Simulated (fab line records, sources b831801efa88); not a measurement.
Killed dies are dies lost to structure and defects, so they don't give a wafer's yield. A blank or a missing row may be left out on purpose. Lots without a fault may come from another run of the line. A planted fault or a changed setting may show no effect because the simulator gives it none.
Problem report in the 8D (eight disciplines) form, filled by code | flow gf180mcu | the parts of the form that need people (team, actions taken, sign-off) are left out

1. THE PROBLEM
chamber_pressure_mTorr at GF_M4_STRIP_17 reads a mean of 1199.9 mTorr on 9 wafers of 3 lots; wafers without a fault read 1499.8 mTorr with a standard deviation of 1.3. That is -99 or more standard deviations from the usual mean.
The step: strips in O2/N2.
First seen on wafer L960.1, day 27 16:54, on plasma_asher-04. The record holds 39 wafers of 13 lots with a number at this step. Rule for "out", or "out of limits": more than 4 standard deviations from the usual mean. The other wafers with a number count as sound.

2. WHAT IT IS AND WHAT IT IS NOT
question                    | is                                               | is not
which readings at this step | chamber_pressure_mTorr, strip_time_to_endpoint_s | drypump_motor_current_A, heater_power_w
which lots                  | L960, L961, L963                                 | L947, L948, L950, L951, L953, L956, L957, L959, L966, L970
which wafers of those lots  | all that have a number                           | -
read on which tools         | plasma_asher-04                                  | plasma_asher-01, plasma_asher-03
when                        | from day 27 16:54                                | up to then (24 sound wafers); but 6 sound wafers of L966, L970 came after

3. SUSPECTS, AND WHAT RULES EACH OUT
Counting: a tool at a process step up to the reading stays a suspect if it ran every lot that is out and no sound lot after the first of them.
- plasma_asher-04 at GF_M4_STRIP_17 (strips in O2/N2): kept. It ran every lot that is out, first L960 (day 27 16:54), and no sound lot after that; its last sound lot up to then is L959 (day 27 10:14). Its own readings are out on those wafers: chamber_pressure_mTorr, strip_time_to_endpoint_s.
Left after counting: plasma_asher-04 at GF_M4_STRIP_17.

4. THE CAUSE (what the simulator had put in)
Process parameter drift: plasma_asher-04, from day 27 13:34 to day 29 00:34, at GF_M4_STRIP_17. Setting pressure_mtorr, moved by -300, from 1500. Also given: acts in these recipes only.
Counting left only this tool.

5. THE CHAIN OF EFFECTS, in route order
Each row: a reading whose mean over the struck wafers that have a number lies more than 3 standard deviations from the usual. Only readings for which the record gives a usual standard deviation are gone through. hours: the time from each lot's start at the first step in this table that gives one to its start at this step, as a median over the lots. sigmas: the change in usual standard deviations.
hours | step           | reading                  | usual        | on struck wafers | change | sigmas
0     | GF_M4_STRIP_17 | chamber_pressure_mTorr   | 1499.8 mTorr | 1199.9           | -299.9 | -99 or more
0     | GF_M4_STRIP_17 | strip_time_to_endpoint_s | 7.36 s       | 7.83             | +0.47  | +10
The process steps in it:
- GF_M4_STRIP_17: strips in O2/N2.

6. WHAT WOULD HAVE CAUGHT IT SOONER
In this record the first reading out of limits was taken at day 27 16:54, 3 hours after the fault began at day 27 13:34.
